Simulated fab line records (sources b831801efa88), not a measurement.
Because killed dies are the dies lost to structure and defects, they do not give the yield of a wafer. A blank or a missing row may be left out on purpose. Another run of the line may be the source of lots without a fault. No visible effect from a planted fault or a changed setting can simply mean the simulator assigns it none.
Problem report, 8D (eight disciplines) form, completed by code -- flow sky130 -- the parts of the form that need people (team, actions taken, sign-off) are left out

== 1. PROBLEM STATEMENT ==
Mean of dose_ions_cm2 at SKY_LDD_N_IMPLANT_15: 2e+12 across 9 wafers in 3 lots; on wafers with no fault it is 5e+12 (standard deviation 5.2e+09). So: -99 or more standard deviations from the usual mean.
Earliest sighting: wafer L723.2 on implanter-01 at day 23 12:19. The record has a number at this step for 21 wafers belonging to 7 lots. Rule for "out", or "out of limits": more than 4 standard deviations from the usual mean. The other wafers with a number count as sound.

== 2. WHAT IT IS, AND WHAT IT ISN'T ==
question,is,is not
which readings at this step,"dose_ions_cm2, faraday_current_uA",-
which lots,"L723, L724, L726","L710, L717, L725, L727"
which wafers of those lots,all that have a number,-
read on which tools,implanter-01,implanter-02
when,from day 23 12:19,"up to then (6 sound wafers); but 6 sound wafers of L725, L727 came after"

== 3. SUSPECTS, AND WHAT RULES EACH OUT ==
Counting: a tool stays on the suspect list if, at a process step up to the reading, it processed all lots that are out and no sound lot following the first of them.
- implanter-01 at SKY_LDD_N_IMPLANT_15: kept. Every lot that is out went through it, starting with L723 (day 23 12:19), and after that it ran no sound lot; the last sound lot it ran before then is L717 (day 21 11:12). Its own readings are out on those wafers: dose_ions_cm2, faraday_current_uA.
The count leaves implanter-01 at SKY_LDD_N_IMPLANT_15.

== 4. THE CAUSE (what the simulator had put in) ==
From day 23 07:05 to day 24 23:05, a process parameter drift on implanter-01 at SKY_LDD_N_IMPLANT_15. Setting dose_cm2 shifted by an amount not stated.
After counting, this tool was the only one left.

== 5. THE CHAIN OF EFFECTS, in route order ==
One row per reading whose mean, taken over the struck wafers that have a number, lies over 3 standard deviations from the usual. Only readings whose record carries a usual standard deviation are examined. hours: median over the lots of the time between each lot's start at the first step of this table that gives one and its start at this step. sigmas: the change, counted in usual standard deviations.
hours,step,reading,usual,on struck wafers,change,sigmas
0,SKY_LDD_N_IMPLANT_15,dose_ions_cm2,5e+12,2e+12,-3e+12,-99 or more
0,SKY_LDD_N_IMPLANT_15,faraday_current_uA,28.2,13.9,-14.3,-26
Its process steps:
- SKY_LDD_N_IMPLANT_15

== 6. HOW IT WOULD HAVE BEEN CAUGHT EARLIER ==
In this record the first reading out of limits was taken at day 23 12:19, 5 hours after the fault began at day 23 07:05.
